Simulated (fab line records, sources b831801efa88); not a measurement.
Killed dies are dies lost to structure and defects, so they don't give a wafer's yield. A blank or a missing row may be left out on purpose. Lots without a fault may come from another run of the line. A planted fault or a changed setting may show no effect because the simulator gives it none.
A struck lot beside a sound one | flow gf180mcu | 19 steps out of a route of 602
Sound: wafers L358.1, L358.2, L358.3. Struck: wafers L371.1, L371.2, L371.3. The cause comes at the end.
At each step with rows: each side's tool, then ch and its chambers, then its first start. Under that, the readings that differ: sound wafers | struck wafers | difference of the means | sigmas: that difference in standard deviations of wafers without a fault.
alike: readings whose means differ by less than 2 such deviations, and words and numbers that are the same on both sides. not compared: withheld readings, readings that some wafer has no value for, bounds like >300 that may hide the same value, and numbers for which the record gives no deviation and whose values overlap.
The two part at a step that has a row with sigmas, a row that says differs or no value, or rows on one side only. Numbers that don't overlap but have no deviation are shown without sigmas and don't part them. A reading that every wafer of one side lacks parts them only if that side has two wafers or more.

first, 4 steps without rows for these wafers: GF_MIM_SOFTBAKE_15 (time 60 s); GF_MIM_EXPOSE_16 (exposes mask FuseTop, target cd 2000 nm); GF_MIM_PEB_17; GF_MIM_DEVELOP_18 (develop time 60 s).
GF_MIM_METAL_ETCH_19: etches the open film in Cl2/BCl3, stops on Si3N4, target depth 324.5 nm, time 54.1 s.
  sound on rie_metal-04 ch 1, day 27 02:49; struck on rie_metal-03 ch 0,1, day 30 22:13
  alike: drypump_motor_current_A, oes_product_au, throttle_valve_pct
  not compared: rf_hours_counter_h
GF_MIM_STRIP_20: strips in O2/N2.
  sound on plasma_asher-01 ch 0,1, day 27 02:57; struck on plasma_asher-04 ch 0,1, day 30 22:17
  alike: drypump_motor_current_A, heater_power_w, n2_flow_sccm, oes_product_au, strip_time_to_endpoint_s
  not compared: rf_hours_counter_h
then, 6 steps without rows for these wafers: GF_MIM_STRIP_21 (strips in post etch residue remover, time 1200 s); GF_MIM_CLEAN_22 (cleans in DIW); GF_M5_DEHYDRATE_00 (time 60 s); GF_M5_HMDS_01 (prime time 60 s); GF_M5_COAT_02 (resist thk 1000 nm); GF_M5_SOFTBAKE_03 (time 60 s).
GF_M5_EXPOSE_04: exposes mask Metal5, target cd 280 nm.
  sound on krf_scanner-01 ch 0, day 27 13:32; struck on krf_scanner-02 ch 0, day 31 07:07
  reading                    | sound                | struck            | difference | sigmas
  model.M5.overlay_x_nm (nm) | -3.589 -3.589 -3.589 | 49.58 49.58 49.58 | +53.17     |
  alike: mask
then, 2 steps without rows for these wafers: GF_M5_PEB_05 (peb time 90 s); GF_M5_DEVELOP_06 (develop time 60 s).
GF_M5_CD_MEAS_07: target cd 280 nm.
  sound on cd_sem-01, day 27 23:07; struck on cd_sem-01, day 31 15:50
  alike: cd_nm
GF_M5_OVL_MEAS_08:
  sound on overlay-01, day 27 23:14; struck on overlay-01, day 31 16:09
  reading     | sound     | struck   | difference | sigmas
  M5_OVL (nm) | -14 -9 -7 | 44 43 42 | +53        | +9
  not compared: hold
GF_M5_ETCH_09: etches Si3N4 in CF4/O2, target depth 52 nm, time 11.6 s.
  sound on rie_diel-03 ch 0,2,3, day 27 23:16; struck on rie_diel-01 ch 0,1,2, day 31 17:56
  reading | sound | struck                                                                     | difference                   | sigmas
  hold    | - - - | await_dispo/1.7h/release await_dispo/1.7h/release await_dispo/1.7h/release | no value on the sound wafers |
  alike: drypump_motor_current_A, oes_product_au, throttle_valve_pct
  not compared: rf_hours_counter_h
then, 1 step without rows for these wafers: GF_PASSIVATION_PROBE_99.

WHERE THEY PART
First at GF_M5_OVL_MEAS_08; last, within this record, at GF_M5_ETCH_09.

WHY: what the simulator had put in
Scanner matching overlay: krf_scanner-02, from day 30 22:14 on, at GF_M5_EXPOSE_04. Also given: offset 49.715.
